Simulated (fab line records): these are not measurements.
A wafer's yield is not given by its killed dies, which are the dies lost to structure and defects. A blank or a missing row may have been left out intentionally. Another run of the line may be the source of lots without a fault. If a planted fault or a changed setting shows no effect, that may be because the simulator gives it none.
What tool caused it?	flow gf180mcu	7 lots with 21 wafers sampled at 3 steps, on a route of 602 steps

WHAT THE GAUGES READ, wafer by wafer
GF_HV_LDD_CD_MEAS_07: the cd target is 400 nm.
lot	measured	on	cdNm (nm)
L900	day 10 13:26	cdSem-01	397.2 399.2 400.3
L904	day 11 20:17	cdSem-02	224.7 396.2 397.6 224.5 396.0 398.1
L906	day 12 09:34	cdSem-02	398.4 222.3 397.8 398.7 222.3 398.1
L916	day 15 15:29	cdSem-01	402.5 405.1 401.2
L918	day 16 01:51	cdSem-02	397.4 399.0 398.3
L920	day 16 21:50	cdSem-01	398.7 397.0 399.0
L922	day 17 08:37	cdSem-02	395.5 397.2 397.7

WHAT TOOL EACH LOT RAN ON (gives the tool, then ch and the chambers of the sampled wafers, and finally the start)
lot	GF_MVSD_STRIP_10	GF_HV_LDD_DEVELOP_06
L900	plasmaAsher-01 ch 0,1, day 4 17:23	lithoTrack-04 ch 0, day 10 13:17
L904	plasmaAsher-02 ch 0,1, day 5 17:50	lithoTrack-01 ch 0, day 11 20:08
L906	plasmaAsher-01 ch 0,1, day 6 04:32	lithoTrack-01 ch 0, day 12 09:25
L916	plasmaAsher-04 ch 0,1, day 8 15:14	lithoTrack-04 ch 0, day 15 15:20
L918	plasmaAsher-02 ch 0,1, day 9 03:44	lithoTrack-03 ch 0, day 16 01:43
L920	plasmaAsher-04 ch 0,1, day 9 15:07	lithoTrack-04 ch 0, day 16 21:41
L922	plasmaAsher-02 ch 1, day 10 03:04	lithoTrack-01 ch 0, day 17 08:28
- GF_MVSD_STRIP_10: strips in O2/N2.
- GF_HV_LDD_DEVELOP_06: develop time 60 s.

THE ANSWER, worked out from the rows above alone
Rule: the lots themselves supply what counts as usual. The widest of any qualifying gaps counts: lots, ordered by their means at a reading, are off when they make up no more than a third of the lots, leave a main group of 4 or more, and stand apart from it by 3 or more times the standard deviation of that group's means. A main group is skipped when, at the precision printed for the reading in the tables above, its means are all equal. Also off: a lot with no number at a reading for which 4 or more lots have one. Any other lot the step has rows for is counted as sound.
Off: L904, L906, at GF_HV_LDD_CD_MEAS_07 (cdNm). The main group has a mean of 399.0 nm with a standard deviation of 2.1.
If a tool, at a process step before that reading, ran all the lots that are off and no sound lot after the first of them, it fits. The gauges at GF_HV_LDD_CD_MEAS_07 are tried like those tools. Of those tried, none fits.

WHAT WAS PUT IN BY THE SIMULATOR
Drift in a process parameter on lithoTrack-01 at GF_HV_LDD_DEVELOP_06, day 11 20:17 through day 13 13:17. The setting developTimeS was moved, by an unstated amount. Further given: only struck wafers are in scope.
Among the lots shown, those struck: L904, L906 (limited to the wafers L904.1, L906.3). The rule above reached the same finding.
